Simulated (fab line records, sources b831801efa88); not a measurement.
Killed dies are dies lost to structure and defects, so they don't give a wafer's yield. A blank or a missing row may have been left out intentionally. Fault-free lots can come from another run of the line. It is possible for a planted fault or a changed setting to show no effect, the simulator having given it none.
Problem report, 8D (eight disciplines) form, completed by code :: flow gf180mcu :: the parts of the form that need people (team, actions taken, sign-off) are left out

== 1. PROBLEM STATEMENT ==
Mean CONTACT_W_RS at GF_CONTACT_RS_MEAS_25: 0.354 ohm/sq over 9 wafers in 3 lots; fault-free wafers: 0.384 ohm/sq, standard deviation 0.0037. Relative to the usual mean, that is a shift of -8.1 standard deviations.
The step: measures by four-point-probe.
The first sign was on wafer L160.3 at day 21 00:49, on film metro-02. The record has a number at this step for 39 wafers belonging to 13 lots. By rule, "out" or "out of limits" means more than 4 standard deviations away from the usual mean. The other wafers with a number count as sound.

== 2. WHAT IT IS, WHAT IT ISN'T ==
question: which readings at this step
is: CONTACT_W_RS
is not: -

question: which lots
is: L160, L161, L162
is not: L147, L149, L151, L152, L154, L157, L158, L163, L169, L170

question: which wafers of those lots
is: all that have a number
is not: -

question: read on which gauges
is: film metro-02
is not: film metro-01, film metro-03

question: when
is: from day 21 00:49
is not: up to then (21 sound wafers); but 9 sound wafers of L163, L169, L170 came after

== 3. SUSPECTS, AND WHAT RULES EACH OUT ==
Counting: a tool at any process step up to the reading remains a suspect when it ran all the lots that are out and ran no sound lot after the first of those.
- the gauge at GF_CONTACT_RS_MEAS_25: kept. All the wafers that are out were read on film metro-02, and no step on other tools shows them out.
- cvd w-01 at GF_CONTACT_CVD_24 (deposits W, target thk 300 nm, time 90.339 s): kept. It ran every lot that is out, first L160 (day 21 00:43), and no sound lot after that; its last sound lot up to then is L158 (day 20 04:16).
What counting leaves: cvd w-01 at GF_CONTACT_CVD_24 and film metro-02 at GF_CONTACT_RS_MEAS_25.

== 4. THE CAUSE (what the simulator had put in) ==
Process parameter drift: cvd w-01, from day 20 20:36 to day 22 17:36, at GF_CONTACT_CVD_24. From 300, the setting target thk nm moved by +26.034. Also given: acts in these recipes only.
Counting leaves 2 suspects; this tool is one of them.

== 5. THE EFFECT CHAIN, in route order ==
Rows list readings where the struck wafers' mean (over those with a number) sits beyond 3 standard deviations from the usual. Readings are gone through only where the record gives a usual standard deviation; hours: the median, over the lots, of the time from a lot's start at the first step in this table giving one to that lot's start at this step; sigmas: the change measured in usual standard deviations.
hours: 0
step: GF_CONTACT_RS_MEAS_25
reading: CONTACT_W_RS
usual: 0.384 ohm/sq
on struck wafers: 0.354
change: -0.030
sigmas: -8.1

hours: 0
step: GF_CONTACT_THK_MEAS_26
reading: CONTACT_W_THK
usual: 307 nm
on struck wafers: 334
change: +27
sigmas: +6.3
Later steps that measure or inspect, where all struck wafers having a row at the step show a number for every such reading and not one has moved that far: GF_M1_RS_MEAS_05.

== 6. WHAT WOULD HAVE CAUGHT IT SOONER ==
Counted from the fault's start at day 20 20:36, it took 4 hours until the first out-of-limits reading at a measuring or inspecting step in this record, taken at day 21 00:49.
An alarm limit of 4 standard deviations would not have fired on the tool readings at GF_CONTACT_CVD_24 for which the record gives a usual standard deviation, since none of them was out on any struck wafer.
Among the 3 lots that are out, L161, L162 began GF_CONTACT_CVD_24 on cvd w-01 after day 21 00:49. A hold on the tool at that time would have spared those 2.
